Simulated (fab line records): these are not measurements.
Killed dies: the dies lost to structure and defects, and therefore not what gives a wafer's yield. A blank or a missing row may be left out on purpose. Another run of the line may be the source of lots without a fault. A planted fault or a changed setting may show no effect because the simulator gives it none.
Struck lot and sound lot, side by side :: flow sky130 :: 15 out of 708 route steps
Sound: wafers L249.2, L249.3, L249.4. Wafers struck: L252.1, L252.3, L252.4. At the end, the cause is stated.
Per side, at each step with rows, come the tool, then ch with its chambers, and then its first start. Under that, the readings that differ: sound wafers :: struck wafers :: difference of the means :: sigmas: that difference in standard deviations of wafers without a fault.
alike: readings whose means differ by less than 2 such deviations, and words and numbers that are the same on both sides. not compared: withheld readings, readings that some wafer has no value for, bounds like >300 that may hide the same value, and numbers for which the record gives no deviation and whose values overlap.
Wherever a step has rows on one side only, a row that says differs or no value, or a row with sigmas, the two part there. When numbers do not overlap yet have no deviation, they are printed without sigmas and do not part them. A reading missing from all wafers of one side parts the sides only when that side holds two or more wafers.

SKY_POLY_GATE_ETCH_15: etches BARC in N2/H2, stops on SiO2, time 118.5 s, target depth 110 nm.
  sound on rie_diel-03 ch 0,2,3, day 17 16:36; struck on rie_diel-04 ch 0,2,3, day 18 21:08
  alike: chamber_pressure_mTorr, drypump_motor_current_A, oes_product_au, throttle_valve_pct
  not compared: rf_hours_counter_h
SKY_POLY_GATE_ETCH_16: etches Si3N4 in CH3F/O2, stops on poly-Si, time 147.5 s, target depth 75 nm.
  sound on rie_diel-03 ch 0,2,3, day 17 16:41; struck on rie_diel-04 ch 0,2,3, day 18 21:13
  alike: ch3f_flow_sccm, chamber_pressure_mTorr, drypump_motor_current_A, oes_product_au, throttle_valve_pct
  not compared: rf_hours_counter_h
SKY_POLY_GATE_ETCH_17: etches poly-Si in HBr/Cl2, stops on SiO2, target depth 180 nm, time 70.5 s.
  sound on rie_si-02 ch 0,1, day 17 16:47; struck on rie_si-01 ch 1,2, day 18 21:19
  alike: chamber_pressure_mTorr, drypump_motor_current_A, oes_product_au, throttle_valve_pct
  not compared: rf_hours_counter_h
SKY_POLY_GATE_STRIP_18: strips in O2/N2.
  sound on plasma_asher-04 ch 0,1, day 17 16:50; struck on plasma_asher-04 ch 0,1, day 18 21:25
  alike: chamber_pressure_mTorr, drypump_motor_current_A, oes_product_au, strip_time_to_endpoint_s
  not compared: rf_hours_counter_h
then, 2 steps without rows for these wafers: SKY_POLY_GATE_CLEAN_19 (cleans in SC1/SC2, time 150 s); SKY_POLY_GATE_OXIDATION_20 (stabilise 600 s, purge 300 s, target thk 4 nm).
SKY_POLY_GATE_THK_MEAS_21:
  sound on film_metro-02, day 17 18:56; struck on film_metro-02, day 18 23:38
  alike: POLY_GATE_OXIDATION_THK
SKY_POLY_GATE_CD_MEAS_22:
  sound on cd_sem-02, day 17 19:01; struck on cd_sem-02, day 18 23:42
  alike: cd_nm
then, 4 steps without rows for these wafers: SKY_LDD_N_DEHYDRATE_00 (time 60 s); SKY_LDD_N_HMDS_01 (prime time 60 s); SKY_LDD_N_COAT_02 (resist thk 300 nm); SKY_LDD_N_SOFTBAKE_03 (time 60 s).
SKY_LDD_N_EXPOSE_04: exposes mask NTM, target cd 840 nm.
  sound on iline_stepper-01 ch 0, day 18 10:11; struck on iline_stepper-02 ch 0, day 19 15:04
reading: mask
sound: NTM#0 NTM#0 NTM#0
struck: NTM_R1#0 NTM_R1#0 NTM_R1#0
difference: differs
sigmas: 
next, for these wafers, 1 step has no rows: SKY_LDD_N_PEB_05.
-- here the record skips 28 days between the struck wafers' starts before and after, leaving off in module LDD_N and picking up in module PAD_OPEN (first step shown: number 708 of the route) --
SKY_PAD_OPEN_PROBE_99:
  sound on prober-02, day 46 10:34; struck on prober-02, day 47 04:04
  alike: killed_at_M0_to_M3, killed_at_M4_up, killed_at_contacts, killed_at_front_end, killed_at_other, killed_dies, killed_open, killed_short

== WHERE THEY PART ==
SKY_LDD_N_EXPOSE_04 only, going by this record. Later steps at which nothing parts them and some readings are alike: SKY_PAD_OPEN_PROBE_99.

WHY: the cause the simulator had injected
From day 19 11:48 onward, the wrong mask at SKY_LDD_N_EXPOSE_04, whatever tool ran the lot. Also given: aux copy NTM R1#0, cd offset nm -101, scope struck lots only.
